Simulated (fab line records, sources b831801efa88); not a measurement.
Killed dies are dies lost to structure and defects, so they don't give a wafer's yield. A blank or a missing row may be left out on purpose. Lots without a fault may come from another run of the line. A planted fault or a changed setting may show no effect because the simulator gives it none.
fab line records | flow sky130
record lots=4 wafers=12 last_day=50
route steps=708 shown GATE_OXIDE@192 POLY_GATE@204 RES_PROTECT@207 PAD_OPEN@708
lots that met no fault: from a run of the same line without faults
start_h: hours from the record's first day to the start of the lot's first wafer shown | wait_h: hours since the lot's step before | " the same as in the row above | L1.1+2: a row that stands for several wafers | - no value, or no start given | * or withheld: withheld | < > ~ a bound
route shown NAME@n: a module of which the file shows steps, and the number in the route of the first | usual: mean/standard deviation of fault-free wafers | same: alike in all rows | chamber/n: place in a boat | sites: the reading at each site | _std_site: their standard deviation | _edge_site: outer sites' mean less inner sites' | radius_mm: how far each site lies from the wafer's centre | mask NAME#n: copy n | behind: the tool/chamber that last shaped the wafer | hold: why the lot was held/for how many hours/how that ended | device: the transistor (n, p or np) that didn't switch | end of line: the same wafers' tests at the end of the route | a step without rows: its recipe alone | killed: dies lost to structure and defects at the first sort, not the wafer's yield | map: a wafer's dies, x killed, . not, _ none there
set.NAME: the setting as run; set.NAME@STEP: as run at that earlier step | model.NAME: the simulator's own value behind a step, which no gauge read
lots at some steps of the route; a table a step, a row a wafer
services: from which hour (start_h, from the record's first day; less than 0 if before it) a tool's chamber was out of use, for how many hours, and why
## steps
# step SKY_GATE_OXIDE_COAT_05
# recipe resist=NOVOLAK spin_rpm=3000 resist_thk_nm=1140
# step SKY_GATE_OXIDE_SOFTBAKE_06
# recipe temp_c=90 time_s=60 resist=NOVOLAK
# step SKY_GATE_OXIDE_EXPOSE_07
# recipe mask_id=LVOM na=0.6 source_shape=conventional sigma_outer=0.6 polarization=unpolarized target_cd_nm=600 dose_mj=170
# step SKY_GATE_OXIDE_PEB_08
# recipe temp_c=withheld time_s=* resist=NOVOLAK
# step SKY_GATE_OXIDE_DEVELOP_09
# recipe resist=NOVOLAK developer=TMAH develop_time_s=60 dev_temp_c=23
# step SKY_GATE_OXIDE_IMPLANT_11
# recipe species=B energy_kev=10 dose_cm2=2.6e+12 tilt_deg=withheld
# step SKY_GATE_OXIDE_WET_ETCH_12
# recipe chemistry=dHF target_depth_nm=16.8 dry=n2_spin target=SiO2 dilution=100:1 temp_c=25 time_s=336
# step SKY_GATE_OXIDE_STRIP_13
# recipe chemistry=O2/N2 power_w=1400 pressure_mtorr=1500 platen_temp_c=withheld o2_flow_sccm=3000 n2_flow_sccm=300 overash_fraction=0.5
# step SKY_GATE_OXIDE_CLEAN_15
# recipe chemistry=SC1/SC2 mix=1:4:20 temp_c=70 time_s=150 dry=n2_spin
# step SKY_GATE_OXIDE_OXIDATION_16
# recipe temp_c=800 ambient=O2 idle_temp_c=700 ramp_up_c_per_min=10 ramp_down_c_per_min=3 stabilise_s=600 purge_s=300 target_thk_a=35.7 ox_time_s=1915
# step SKY_POLY_GATE_CVD_00
# recipe material=poly-Si target_thk_nm=180 temp_c=620 time_s=720 pressure_mtorr=200
# usual spike_tc_centre_C=620.4/1 spike_tc_top_C=635.6/1.6 spike_tc_upper_C=620.2/1.5 zone_power_centre_pct=9.4/0.43 zone_power_lower_pct=8.53/0.18 zone_power_upper_pct=9.1/0.73
# columns lot.wafer tool chamber start_h wait_h spike_tc_centre_C spike_tc_top_C spike_tc_upper_C zone_power_centre_pct zone_power_lower_pct zone_power_upper_pct model.poly-Si_of_POLY_GATE_CVD_00.thk_nm
L618.1 lpcvd-01 0 350.11 0.0 617.8 635.2 618.4 9.9 8.69 8.3 181.9
L618.4 " 0 " " 621.4 633.4 617.8 9.9 8.73 8.3 182.9
L618.6 " 0 " " 622.2 634.5 618.3 9.9 8.54 8.1 183.3
L625.1 lpcvd-01 0 409.91 0.0 627.4 644.3 566.8 14.7 8.24 0.0 180.4
L625.4 " 0 " " 627.3 643.5 566.8 14.5 8.19 0.0 180.9
L625.6 " 0 " " 627.3 643.3 567.6 14.6 8.12 0.0 175.8
L626.2 lpcvd-01 1 417.19 0.0 626.1 646.2 569.9 13.5 7.88 0.0 111.5
L626.3 " 1 " " 626.1 646.2 569.0 13.4 7.85 0.0 108.7
L626.6 " 1 " " 627.6 644.9 568.2 13.4 7.84 0.0 116
L635.1 lpcvd-01 0 497.48 0.0 620.9 633.6 620.8 10.1 8.72 8.3 182.9
L635.2 " 0 " " 620.7 634.5 618.9 9.8 8.68 8.3 180.8
L635.6 " 0 " " 621.9 632.4 618.2 9.8 8.72 8.3 182.7
# step SKY_POLY_GATE_THK_MEAS_01
# recipe reads=poly-Si_of_POLY_GATE_CVD_00
# usual POLY_GATE_CVD_00_THK=180.8/1.7
# columns lot.wafer tool chamber start_h wait_h hold POLY_GATE_CVD_00_THK[nm]
L618.1 film_metro-04 - 351.31 0.0 - 181.9
L618.4 " - " " - 182.8
L618.6 " - " " - 183.2
L625.1 film_metro-01 - 411.11 0.0 - 180.4
L625.4 " - " " - 181.0
L625.6 " - " " - 176.0
L626.2 film_metro-01 - 419.00 0.0 await_dispo/0.2h/release 111.5
L626.3 " - " " await_dispo/0.2h/release 108.8
L626.6 " - " " await_dispo/0.2h/release 116.1
L626.2 film_metro-01 - 419.23 0.2 - 111.5
L626.3 " - " " - 108.6
L626.6 " - " " - 116.0
L635.1 film_metro-01 - 498.68 0.0 - 183.0
L635.2 " - " " - 180.9
L635.6 " - " " - 182.7
# step SKY_RES_PROTECT_HMDS_01
# recipe prime_time_s=60 prime_temp_c=120
# step SKY_RES_PROTECT_COAT_02
# recipe resist=NOVOLAK spin_rpm=3000 resist_thk_nm=1140
# step SKY_RES_PROTECT_SOFTBAKE_03
# recipe temp_c=90 time_s=60 resist=NOVOLAK
# step SKY_RES_PROTECT_EXPOSE_04
# recipe mask_id=RPM na=0.6 source_shape=conventional sigma_outer=0.6 polarization=unpolarized target_cd_nm=1270 dose_mj=131
# step SKY_RES_PROTECT_PEB_05
# recipe temp_c=withheld time_s=* resist=NOVOLAK
# step SKY_RES_PROTECT_DEVELOP_06
# recipe resist=NOVOLAK developer=TMAH develop_time_s=60 dev_temp_c=23
# step SKY_POLY_GATE_IMPLANT_02
# recipe species=P energy_kev=30 dose_cm2=7.7e+15 tilt_deg=0
# step SKY_RES_PROTECT_STRIP_07
# recipe chemistry=O2/N2 power_w=1400 pressure_mtorr=1500 platen_temp_c=withheld o2_flow_sccm=3000 n2_flow_sccm=300 overash_fraction=0.5
# step SKY_RES_PROTECT_CLEAN_09
# recipe chemistry=SC1/SC2 mix=1:4:20 temp_c=70 time_s=150 dry=n2_spin
# usual bath_guard_temp_C=70.1/0.41 bath_heat_duty_pct=14.2/1.2
# columns lot.wafer tool chamber start_h wait_h bath_guard_temp_C bath_heat_duty_pct model.poly-Si_of_POLY_GATE_CVD_00.thk_nm
L618.1 wet_bench-02 2 379.65 0.1 70.6 14.1 181.3
L618.4 " 2 " " 70.4 15.8 182.3
L618.6 " 2 " " 70.5 15.1 182.7
L625.1 wet_bench-03 1 441.92 0.1 70.2 14.3 179.8
L625.4 " 1 " " 70.3 14.5 180.2
L625.6 " 1 " " 70.4 15.4 175.2
L626.2 wet_bench-02 1 449.97 0.0 70.1 15.3 110.8
L626.3 " 1 " " 69.6 14.3 108.1
L626.6 " 1 " " 70.0 15.7 115.4
L635.1 wet_bench-03 1 528.94 0.1 70.4 13.0 182.3
L635.2 " 1 " " 70.3 14.3 180.1
L635.6 " 1 " " 70.4 14.3 182
# step SKY_POLY_GATE_CVD_03
# recipe material=Si3N4 precursor=DCS/NH3 target_thk_nm=75 temp_c=770 time_s=1290 pressure_mtorr=250
# step SKY_POLY_GATE_DEHYDRATE_05
# recipe temp_c=200 time_s=60
# step SKY_POLY_GATE_HMDS_06
# recipe prime_time_s=60 prime_temp_c=120
# step SKY_POLY_GATE_COAT_07
# recipe resist=BARC temp_c=withheld time_s=withheld spin_rpm=3000 resist_thk_nm=110
# step SKY_POLY_GATE_COAT_08
# recipe resist=KrF-thick spin_rpm=3000 resist_thk_nm=450
# step SKY_POLY_GATE_SOFTBAKE_09
# recipe temp_c=100 time_s=90 resist=KrF-thick
# step SKY_POLY_GATE_EXPOSE_10
# recipe mask_id=P1M na=0.68 source_shape=conventional sigma_outer=0.6 target_cd_nm=150 dose_mj=28
# step SKY_POLY_GATE_PEB_11
# recipe peb_temp_c=withheld peb_time_s=withheld resist=KrF-thick
# step SKY_POLY_GATE_DEVELOP_12
# recipe develop_time_s=60 resist=KrF-thick dev_temp_c=21
# step SKY_POLY_GATE_ETCH_15
# recipe chemistry=N2/H2 target=BARC ion_energy_ev=200 source_w=500 bias_w=100 pressure_mtorr=30 n2_flow_sccm=100 h2_flow_sccm=200 stop_on=SiO2 time_s=118.5 target_depth_a=1100
# step SKY_POLY_GATE_ETCH_16
# recipe stop_on=poly-Si chemistry=CH3F/O2 target=Si3N4 source_w=400 bias_w=80 pressure_mtorr=25 ch3f_flow_sccm=40 O2_flow_sccm=30 time_s=147.5 target_depth_a=750
# step SKY_POLY_GATE_ETCH_17
# recipe target_depth_nm=180 stop_on=SiO2 over_etch_frac=0.56667 chemistry=HBr/Cl2 target=poly-Si icp_w=400 bias_w=100 pressure_mtorr=10 HBr_flow_sccm=150 Cl2_flow_sccm=50 time_s=70.5
# usual drypump_motor_current_A=5.6/0.45 oes_product_au=0.989/0.007 throttle_valve_pct=33.685/0.0093
# columns lot.wafer tool chamber start_h wait_h drypump_motor_current_A oes_product_au rf_hours_counter_h throttle_valve_pct model.etch.depth_nm model.POLY_GATE.feature_depth_nm
L618.1 rie_si-02 1 410.26 0.0 5.2 0.980 0 33.677 177.1 177.1
L618.4 " 3 " " 6.3 0.985 3 33.683 178.2 178.2
L618.6 " 2 " " 5.4 0.995 - 33.682 180.5 180.5
L625.1 rie_si-02 0 475.15 0.0 5.9 0.992 1 33.680 178.8 178.8
L625.4 " 1 " " 5.2 0.985 1 33.694 180 180
L625.6 " 0 " " 5.9 0.971 - 33.691 175.2 175.2
L626.2 rie_si-01 1 482.69 0.0 5.0 0.727 57 33.691 110.8 110.8
L626.3 " 3 " " 5.5 0.710 0 33.682 108.1 108.1
L626.6 " 1 " " 5.0 0.742 - 33.676 115.4 115.4
L635.1 rie_si-02 1 559.66 0.0 5.2 0.996 1 33.694 178.3 178.3
L635.2 " 3 " " 6.3 0.991 3 33.670 180.1 180.1
L635.6 " 2 " " 5.4 0.999 - 33.666 181.7 181.7
# step SKY_POLY_GATE_STRIP_18
# recipe chemistry=O2/N2 power_w=1400 pressure_mtorr=1500 platen_temp_c=withheld o2_flow_sccm=3000 n2_flow_sccm=300 overash_fraction=0.5
# step SKY_PAD_OPEN_PROBE_99
# usual killed_at_M0_to_M3=43/6.8 killed_at_M4_up=3.2/1.8 killed_at_contacts=24/5.2 killed_at_front_end=15/4.2 killed_at_other=0.4/0.62 killed_dies=85/8.7 killed_open=46/6.7 killed_short=39/5.9
# same gross_dies=492 killed_at_back_side=0
# columns lot.wafer tool chamber start_h wait_h killed_at_M0_to_M3 killed_at_M4_up killed_at_contacts killed_at_front_end killed_at_other killed_dies killed_open killed_short model.etest.res_high_po.line_ohm_um model.etest.res_poly.line_ohm_um model.etest.pfet_01v8.r_on_ohm_um model.etest.tip_sonos.rs_ohm_sq model.etest.tip_p.rs_ohm_sq model.etest.res_high_po.rs_ohm_sq model.etest.res_poly.rs_ohm_sq model.etest.nfet_01v8.r_on_ohm_um
L618.1 prober-02 - 1102.41 0.1 33 3 25 21 0 82 48 34 739.8 511.1 2790 2661 6802 256.6 47.31 822.5
L618.4 prober-02 - 1102.56 0.2 42 2 18 18 0 80 43 35 735.7 517 2785 2675 6840 255.5 47.39 822.4
L618.6 prober-02 - 1102.66 0.2 45 3 23 14 1 86 41 45 733.8 518.2 2841 2660 6799 255.2 47.39 833.9
L625.1 prober-01 - 1139.70 0.1 49 2 27 18 2 98 60 37 742.1 503.2 2936 2641 6954 260 48.44 850.7
L625.4 prober-01 - 1139.85 0.2 49 5 26 20 0 100 57 43 762.3 509.9 2892 2599 6870 265.6 48.51 836.4
L625.6 prober-01 - 1139.95 0.2 38 4 20 20 0 82 44 38 765.3 523.1 2932 2626 6844 272.6 49.58 854.5
L626.2 prober-01 - 1147.37 0.1 46 6 21 13 0 86 45 41 1148 808.1 3097 2507 6962 404.6 77.39 832.1
L626.3 prober-01 - 1147.42 0.2 33 4 20 18 0 75 32 43 1119 823.4 3239 2513 7216 390.6 77.04 799.7
L626.6 prober-01 - 1147.57 0.2 41 4 27 14 0 86 37 49 1095 797.4 2958 2532 6877 381.8 73.53 837.8
L635.1 prober-02 - 1190.63 0.1 51 1 21 9 1 83 44 38 711.4 486.8 2945 2641 6921 248.8 46.3 833.3
L635.2 prober-02 - 1190.68 0.1 50 3 32 14 1 100 52 47 738.5 521.5 2956 2642 6883 255.6 47.07 830
L635.6 prober-02 - 1190.88 0.2 42 4 26 11 0 83 42 39 726.6 501.9 2920 2603 6889 257.3 47.33 812
# killed by level:class
L618.1 VIA1:geometric_particle:open=10 POLY_GATE:geometric_particle:open=8 CONTACT:geometric_particle:open=8 LI_CONTACT:geometric_particle:open=6 VIA3:geometric_particle:open=6 FIELD_ISO:geometric_particle:short=5 METAL2:geometric_particle:short=5 METAL1:geometric_particle:short=4
L618.4 VIA1:geometric_particle:open=10 METAL1:geometric_particle:short=9 POLY_GATE:geometric_particle:short=7 LI_CONTACT:geometric_particle:open=7 POLY_GATE:geometric_particle:open=6 CONTACT:geometric_particle:open=6 VIA2:geometric_particle:open=5 VIA3:geometric_particle:open=5
L618.6 CONTACT:geometric_particle:open=8 METAL2:geometric_particle:short=8 METAL1:geometric_particle:short=7 LI_CONTACT:geometric_particle:open=7 VIA1:geometric_particle:open=6 VIA1:geometric_particle:short=6 FIELD_ISO:geometric_particle:short=5 VIA2:geometric_particle:open=5
L625.1 CONTACT:geometric_particle:open=12 LI_CONTACT:geometric_particle:open=10 VIA1:geometric_particle:open=9 VIA3:geometric_particle:open=9 METAL2:geometric_particle:short=6 METAL1:geometric_particle:short=5 VIA2:geometric_particle:open=5 FIELD_ISO:geometric_particle:open=4
L625.4 VIA1:geometric_particle:open=15 CONTACT:geometric_particle:open=10 LI_CONTACT:geometric_particle:open=9 FIELD_ISO:geometric_particle:open=8 METAL2:geometric_particle:short=6 FIELD_ISO:geometric_particle:short=5 VIA1:geometric_particle:short=5 VIA2:geometric_particle:short=5
L625.6 VIA3:geometric_particle:open=9 POLY_GATE:geometric_particle:open=7 CONTACT:geometric_particle:open=7 FIELD_ISO:geometric_particle:short=6 CONTACT:geometric_particle:short=6 LI_CONTACT:geometric_particle:open=5 VIA1:geometric_particle:short=5 VIA1:geometric_particle:open=5
L626.2 METAL1:geometric_particle:short=13 CONTACT:geometric_particle:open=7 LI_CONTACT:geometric_particle:open=6 METAL2:geometric_particle:short=6 POLY_GATE:geometric_particle:open=5 VIA1:geometric_particle:open=5 VIA2:geometric_particle:open=5 VIA3:geometric_particle:open=5
L626.3 CONTACT:geometric_particle:short=7 CONTACT:geometric_particle:open=6 METAL1:geometric_particle:short=5 VIA2:geometric_particle:open=5 FIELD_ISO:geometric_particle:open=4 LOCAL_INTERCONNECT:geometric_particle:short=4 METAL3:geometric_particle:short=4 METAL1:geometric_particle:open=4
L626.6 CONTACT:geometric_particle:open=11 METAL1:geometric_particle:short=11 FIELD_ISO:geometric_particle:short=6 CONTACT:geometric_particle:short=6 VIA1:geometric_particle:open=6 LI_CONTACT:geometric_particle:open=5 LOCAL_INTERCONNECT:geometric_particle:short=4 VIA2:geometric_particle:short=4
L635.1 VIA1:geometric_particle:open=11 METAL2:geometric_particle:short=9 CONTACT:geometric_particle:open=7 LOCAL_INTERCONNECT:geometric_particle:short=6 VIA1:geometric_particle:short=6 METAL3:geometric_particle:short=6 VIA2:geometric_particle:open=5 VIA3:geometric_particle:open=5
L635.2 VIA1:geometric_particle:open=10 CONTACT:geometric_particle:open=9 METAL2:geometric_particle:short=9 LI_CONTACT:geometric_particle:open=7 VIA2:geometric_particle:open=7 LI_CONTACT:geometric_particle:short=5 LOCAL_INTERCONNECT:geometric_particle:short=5 CONTACT:geometric_particle:short=5
L635.6 CONTACT:geometric_particle:open=9 VIA2:geometric_particle:open=6 LOCAL_INTERCONNECT:geometric_particle:short=6 VIA1:geometric_particle:open=6 METAL2:geometric_particle:short=6 VIA3:geometric_particle:open=6 METAL4:geometric_particle:short=4 LOCAL_INTERCONNECT:geometric_particle:open=4
## services
# columns tool chamber start_h hours kind
rie_si-02 2 327.09 - clean
rie_si-02 2 327.09 15.4 scheduled_down
rie_si-02 2 327.09 15.4 vent_cycle
rie_si-02 1 383.63 - clean
rie_si-02 1 383.63 15.6 scheduled_down
rie_si-02 1 383.63 15.6 vent_cycle
rie_si-02 - 406.14 0.4 repair
rie_si-01 3 412.00 - clean
rie_si-01 3 412.00 23.1 scheduled_down
rie_si-01 3 412.00 23.1 vent_cycle
wet_bench-03 - 425.42 2.7 repair
rie_si-01 1 493.40 - clean
rie_si-01 1 493.40 24.9 scheduled_down
rie_si-01 1 493.40 24.9 vent_cycle
rie_si-02 0 552.90 8.2 repair
## key
first_sign step=SKY_POLY_GATE_CVD_00 reading=spike_tc_upper_C direction=down sigmas=35 usual=620.2 struck=568.1
effect step=SKY_POLY_GATE_CVD_00 reading=zone_power_upper_pct direction=down sigmas=12 usual=9.1 struck=0.0
effect step=SKY_POLY_GATE_THK_MEAS_01 reading=visit direction=added
effect step=SKY_POLY_GATE_THK_MEAS_01 reading=POLY_GATE_CVD_00_THK direction=down sigmas=21 usual=180.8 struck=145.6 wafers_moved=4
effect step=SKY_POLY_GATE_ETCH_17 reading=oes_product_au direction=down sigmas=19 usual=0.989 struck=0.855 wafers_moved=4
model_effect step=SKY_POLY_GATE_CVD_00 value=poly-Si_of_POLY_GATE_CVD_00.thk_nm without=181.9 struck=145.6
model_effect step=SKY_RES_PROTECT_CLEAN_09 value=poly-Si_of_POLY_GATE_CVD_00.thk_nm without=181.3 struck=144.9
model_effect step=SKY_POLY_GATE_ETCH_17 value=etch.depth_nm without=180 struck=144.7
model_effect step=SKY_PAD_OPEN_PROBE_99 value=etest.res_high_po.line_ohm_um without=735.9 struck=938.7
met_at SKY_POLY_GATE_CVD_00
struck_wafers L625.1,L625.4,L625.6,L626.2,L626.3,L626.6
tester_left_out L625,L626
onset_between 350.11 409.91
fault kind=process_parameter_drift tool=lpcvd-01 chamber=- onset_h=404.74 steps=SKY_POLY_GATE_CVD_00 channel=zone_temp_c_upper offset=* shape=step end_h=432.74
# tester_left_out: of these lots the tester's yield and bins aren't shown, on N5 and GAA mostly nor the transistor test; their killed dies are dies lost to structure and defects alone, not to doping, threshold or leakage, so they don't give the yield
